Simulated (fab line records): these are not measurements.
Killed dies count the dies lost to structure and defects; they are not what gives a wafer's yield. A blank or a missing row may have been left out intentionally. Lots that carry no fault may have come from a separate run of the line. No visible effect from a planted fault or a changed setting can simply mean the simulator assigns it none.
A lot that was struck, set against a sound lot / flow sky130 / 43 steps out of a route of 708
Sound: wafers L190.2, L190.5, L190.6. Wafers struck: L194.1, L194.2, L194.3. At the end, the cause is stated.
Each step with rows lists, per side, the tool, then ch with its chambers, then its first start. Under that, the readings that differ: sound wafers / struck wafers / difference of the means / sigmas: that difference in standard deviations of wafers without a fault.
alike: same words and numbers on both sides, and readings whose means sit less than 2 such deviations apart. not compared: any withheld reading, any reading some wafer has no value for, any bound like >300 that may hide the same value, and any number with overlapping values for which the record gives no deviation.
A row with sigmas, a row that says differs or no value, or rows on one side alone: a step with any of these is where the two part. Non-overlapping numbers with no deviation appear without sigmas and do not part them. Lack of a reading on every wafer of one side parts them only where that side has two or more wafers.

SKY_VIA2_CMP_02: polishes SiO2.
  sound on cmp-01 ch 0,1,3, day 37 23:17; struck on cmp-02 ch 0,1,3, day 39 04:08
  alike: motor current A
SKY_VIA2_BOW_MEAS_03:
  sound: film metro-01 at day 37 23:27; struck: film metro-04 at day 39 04:23
  alike: VIA2_BOW
then, 8 steps without rows for these wafers: SKY_VIA2_DEHYDRATE_04 (time 60 s); SKY_VIA2_HMDS_05 (prime time 60 s); SKY_VIA2_COAT_06 (resist thk 60 nm); SKY_VIA2_COAT_07 (resist thk 458.6 nm); SKY_VIA2_SOFTBAKE_08 (time 90 s); SKY_VIA2_EXPOSE_09 (exposes mask VIM2, target cd 200 nm); SKY_VIA2_PEB_10; SKY_VIA2_DEVELOP_11 (develop time 60 s).
SKY_VIA2_CD_MEAS_12: target cd 200 nm.
  sound: cd sem-01 at day 39 00:44; struck: cd sem-01 at day 40 04:34
  alike: cd nm
SKY_VIA2_OVL_MEAS_13:
  sound: overlay-01 at day 39 00:51; struck: overlay-01 at day 40 04:41
  alike: VIA2_OVL
SKY_VIA2_ETCH_14: etches BARC in N2/H2, stops on SiO2, time 45.9 s, target depth 60 nm.
  sound on rie diel-04 ch 1,2,3, day 39 00:53; struck on rie diel-01 ch 0,2,3, day 40 04:43
  alike: drypump motor current A, oes product au, throttle valve pct
  not compared: rf hours counter h
then, 7 steps without rows for these wafers: SKY_VIA2_ETCH_15 (etches SiO2 in C4F8/O2/Ar, stops on TiN, target depth 546 nm, time 84 s); SKY_VIA2_STRIP_16 (strips in O2/N2); SKY_VIA2_STRIP_17 (strips in post etch residue remover, time 1200 s); SKY_VIA2_CLEAN_18 (cleans in IPA, time 180 s); SKY_VIA2_CLEAN_19 (cleans in O3/DIW); SKY_VIA2_SPUTTER_20 (material TiN, target thk 20 nm, time 80 s); SKY_VIA2_CVD_21 (deposits W, target thk 420 nm, time 126.4 s).
SKY_VIA2_RS_MEAS_22: uses a four-point probe to measure.
  sound: film metro-01 at day 39 01:47; struck: film metro-03 at day 40 05:39
  alike: VIA2_W_RS
SKY_VIA2_THK_MEAS_23: measures by xrf.
  sound: film metro-01 at day 39 01:54; struck: film metro-03 at day 40 05:46
  alike: VIA2_W_THK
then, 1 step without rows for these wafers: SKY_VIA2_CMP_24 (polishes, stops on SiO2, t overpolish 20 s, target thk 0 nm).
SKY_METAL3_SPUTTER_00: material Ti, target thk 15 nm, time 10 s.
  sound: pvd sputter-04 at day 39 02:15; struck: pvd sputter-03 at day 40 06:08
  alike: throttle valve pct
SKY_METAL3_SPUTTER_01: material TiN, target thk 20 nm, time 16.7 s.
  sound: pvd sputter-04 at day 39 02:16; struck: pvd sputter-03 at day 40 06:09
  alike: throttle valve pct
then, 1 step without rows for these wafers: SKY_METAL3_SPUTTER_02 (material AlCu, target thk 735 nm, time 39.1 s).
SKY_METAL3_SPUTTER_03: material Ti, target thk 5 nm, time 3.3 s.
  sound: pvd sputter-04 at day 39 02:20; struck: pvd sputter-03 at day 40 06:13
  alike: throttle valve pct
then, 2 steps without rows for these wafers: SKY_METAL3_SPUTTER_04 (material TiN, target thk 70 nm, time 58.3 s); SKY_CAPM_CVD_00 (deposits SiO2, target thk 15.5 nm).
SKY_CAPM_THK_MEAS_01:
  sound: film metro-01 at day 39 02:26; struck: film metro-02 at day 40 06:18
  alike: CAPM_CVD_00_THK
SKY_CAPM_SPUTTER_02: material TiN, target thk 200 nm, time 166.7 s.
  sound: pvd sputter-03 at day 39 02:29; struck: pvd sputter-01 at day 40 06:22
reading=throttle valve pct (%); sound=27.7 30.1 27.7; struck=29.6 29.6 30.7; difference=+1.5; sigmas=+2
SKY_CAPM_RS_MEAS_03: uses a four-point probe to measure.
  sound: film metro-03 at day 39 02:37; struck: film metro-01 at day 40 06:28
  alike: CAPM_TIN_RS
SKY_CAPM_THK_MEAS_04: measures by xrf.
  sound: film metro-03 at day 39 02:43; struck: film metro-01 at day 40 06:35
  alike: CAPM_TIN_THK
then, 7 steps without rows for these wafers: SKY_CAPM_DEHYDRATE_05 (time 60 s); SKY_CAPM_HMDS_06 (prime time 60 s); SKY_CAPM_COAT_07 (resist thk 1140 nm); SKY_CAPM_SOFTBAKE_08 (time 60 s); SKY_CAPM_EXPOSE_09 (exposes mask CAPM, target cd 1000 nm); SKY_CAPM_PEB_10; SKY_CAPM_DEVELOP_11 (develop time 60 s).
SKY_CAPM_OVL_MEAS_12:
  sound: overlay-01 at day 40 03:21; struck: overlay-02 at day 41 06:27
  alike: CAPM_OVL
then, 1 step without rows for these wafers: SKY_CAPM_METAL_ETCH_13 (etches TiN in Cl2/BCl3, stops on SiO2, target depth 220 nm, time 62.9 s).
-- the record jumps here: 8 days lie between the struck wafers' starts before and after (it left off in module CAPM and takes up again in module PAD_OPEN, whose first step shown is number 708 of the route) --
SKY_PAD_OPEN_PROBE_99:
  rows exist in the record for the struck wafers here (prober-02, day 48 21:08), but not for the sound ones

WHERE THEY PART
At SKY_CAPM_SPUTTER_02 first; at SKY_PAD_OPEN_PROBE_99 last (within this record only).

WHY: what had been put in by the simulator
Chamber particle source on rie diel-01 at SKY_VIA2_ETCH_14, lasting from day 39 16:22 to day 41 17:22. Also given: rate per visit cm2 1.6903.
